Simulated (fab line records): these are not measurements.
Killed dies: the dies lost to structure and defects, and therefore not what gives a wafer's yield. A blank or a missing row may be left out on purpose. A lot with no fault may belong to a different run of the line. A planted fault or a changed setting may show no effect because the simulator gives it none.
Which tool was responsible? -- flow sky130 -- Sampling: 14 lots, 42 wafers, 4 of 708 route steps

WHAT THE GAUGES READ, wafer by wafer
SKY_NWELL_RS_MEAS_29: measures by four-point-probe.
lot,measured,on,NWELL_RS (ohm/sq)
L874,day 5 13:56,film metro-02,624.4 626.6 625.4
L875,day 5 19:04,film metro-01,627.1 627.6 626.6
L877,day 6 03:59,film metro-02,625.5 626.8 625.6
L878,day 6 09:35,film metro-04,626.8 628.1 626.5
L880,day 6 20:44,film metro-01,626.3 623.9 624.5
L883,day 7 15:04,film metro-04,627.9 626.7 626.4
L884,day 8 04:31,film metro-02,624.7 625.6 625.0
L886,day 8 13:10,film metro-04,622.7 625.6 625.0
L890,day 9 08:55,film metro-02,625.8 624.9 626.0
L893,day 10 02:07,film metro-04,626.8 625.7 626.4
L894,day 10 10:14,film metro-02,623.4 624.1 623.5
L895,day 10 15:25,film metro-04,626.4 624.0 624.6
L896,day 10 23:52,film metro-01,622.4 624.9 623.1
L897,day 11 07:35,film metro-01,622.7 624.9 624.2

SKY_VT_ADJUST_HVTP_CD_MEAS_07: the cd target is 380 nm.
lot,measured,on,cd nm (nm)
L874,day 6 08:46,cd sem-01,379.4 380.3 377.4
L875,day 6 14:20,cd sem-02,380.9 380.4 379.1
L877,day 6 22:44,cd sem-01,381.0 381.7 380.8
L878,day 7 04:29,cd sem-01,380.9 382.1 382.5
L880,day 7 17:12,cd sem-02,384.0 380.9 381.5
L883,day 8 11:49,cd sem-01,383.0 382.1 381.3
L884,day 9 01:26,cd sem-02,375.3 374.2 377.9
L886,day 9 10:35,cd sem-02,380.8 379.6 379.4
L890,day 10 06:26,cd sem-01,382.2 379.2 381.9
L893,day 10 23:58,cd sem-02,384.4 383.0 384.4
L894,day 11 08:14,cd sem-02,375.2 373.9 373.3
L895,day 11 14:52,cd sem-02,376.9 378.3 374.7
L896,day 11 23:28,cd sem-01,376.4 375.5 376.9
L897,day 12 07:36,cd sem-01,377.9 379.0 377.3

WHICH TOOL RAN EACH LOT (tool, then ch and the chambers of the sampled wafers, then the start)
lot,SKY_NWELL_DEVELOP_22,SKY_NWELL_RTA_28
L874,"litho track-01 ch 0, day 5 13:00","rtp anneal-02 ch 0, day 5 13:50"
L875,"litho track-01 ch 0, day 5 18:00","rtp anneal-01 ch 0, day 5 18:58"
L877,"litho track-01 ch 0, day 6 03:00","rtp anneal-02 ch 0, day 6 03:53"
L878,"litho track-04 ch 0, day 6 08:00","rtp anneal-01 ch 0, day 6 09:29"
L880,"litho track-03 ch 0, day 6 20:00","rtp anneal-02 ch 0, day 6 20:38"
L883,"litho track-01 ch 0, day 7 14:00","rtp anneal-01 ch 0, day 7 14:58"
L884,"litho track-01 ch 0, day 8 03:00","rtp anneal-01 ch 0, day 8 04:25"
L886,"litho track-01 ch 0, day 8 12:00","rtp anneal-02 ch 0, day 8 12:58"
L890,"litho track-03 ch 0, day 9 08:00","rtp anneal-01 ch 0, day 9 08:49"
L893,"litho track-04 ch 0, day 10 01:00","rtp anneal-01 ch 0, day 10 02:01"
L894,"litho track-03 ch 0, day 10 09:00","rtp anneal-02 ch 0, day 10 10:08"
L895,"litho track-01 ch 0, day 10 14:00","rtp anneal-02 ch 0, day 10 15:19"
L896,"litho track-01 ch 0, day 10 23:00","rtp anneal-02 ch 0, day 10 23:46"
L897,"litho track-01 ch 0, day 11 06:00","rtp anneal-01 ch 0, day 11 07:29"
- SKY_NWELL_DEVELOP_22: develop time 60 s.
- SKY_NWELL_RTA_28: time 30 s.

WHAT THE TOOLS THEMSELVES READ (means of the sampled wafers that have a number; where no wafer has one, the mark that the record gives instead)
SKY_NWELL_DEVELOP_22.
lot,tool,developer temp C (C)
L874,litho track-01,22.92
L875,litho track-01,22.93
L877,litho track-01,22.89
L878,litho track-04,23.11
L880,litho track-03,22.91
L883,litho track-01,25.17
L884,litho track-01,25.29
L886,litho track-01,25.48
L890,litho track-03,23.04
L893,litho track-04,23.14
L894,litho track-03,23.04
L895,litho track-01,22.96
L896,litho track-01,23.03
L897,litho track-01,22.95

SKY_NWELL_RTA_28.
lot,tool,lamp power pct (%),ramp up c per s,wafer_temp_C_max
L874,rtp anneal-02,25.36,150.01,1054.3
L875,rtp anneal-01,25.29,150.01,1054.3
L877,rtp anneal-02,25.24,150.00,1055.3
L878,rtp anneal-01,25.29,150.01,1054.7
L880,rtp anneal-02,25.36,150.00,1054.6
L883,rtp anneal-01,25.29,150.00,1054.7
L884,rtp anneal-01,25.25,150.03,1054.0
L886,rtp anneal-02,25.31,150.00,1054.2
L890,rtp anneal-01,25.32,149.98,1055.3
L893,rtp anneal-01,25.30,149.99,1055.4
L894,rtp anneal-02,25.32,149.98,1054.5
L895,rtp anneal-02,25.31,150.03,1055.3
L896,rtp anneal-02,25.33,150.02,1055.2
L897,rtp anneal-01,25.26,150.01,1055.2

THE ANSWER, worked out from the rows above alone
Rule: what is usual is taken from the lots themselves. The widest of any qualifying gaps counts: lots, ordered by their means at a reading, are off when they make up no more than a third of the lots, leave a main group of 4 or more, and stand apart from it by 3 or more times the standard deviation of that group's means. A main group whose means are all the same, to the digits that the tables above print for the reading, isn't used. A lot without any number at a reading at which 4 lots or more have one is off too. The other lots that the step has rows for count as sound. The gauges are gone through in route order, then the tools' own readings, and for those a lot's mean is taken as printed above. The first step at which some lot is off is used, and at that step the reading that is off furthest; a lot without a number counts as furthest.
Off, at SKY_NWELL_DEVELOP_22 on developer temp C: L883, L884, L886. The main group: mean 22.99 C, standard deviation 0.08.
If a tool, at that step or one of the process steps before it, ran each lot that is off and ran no sound lot following the first of them, it fits. No candidate that was tried fits.

WHAT THE SIMULATOR HAD INSERTED
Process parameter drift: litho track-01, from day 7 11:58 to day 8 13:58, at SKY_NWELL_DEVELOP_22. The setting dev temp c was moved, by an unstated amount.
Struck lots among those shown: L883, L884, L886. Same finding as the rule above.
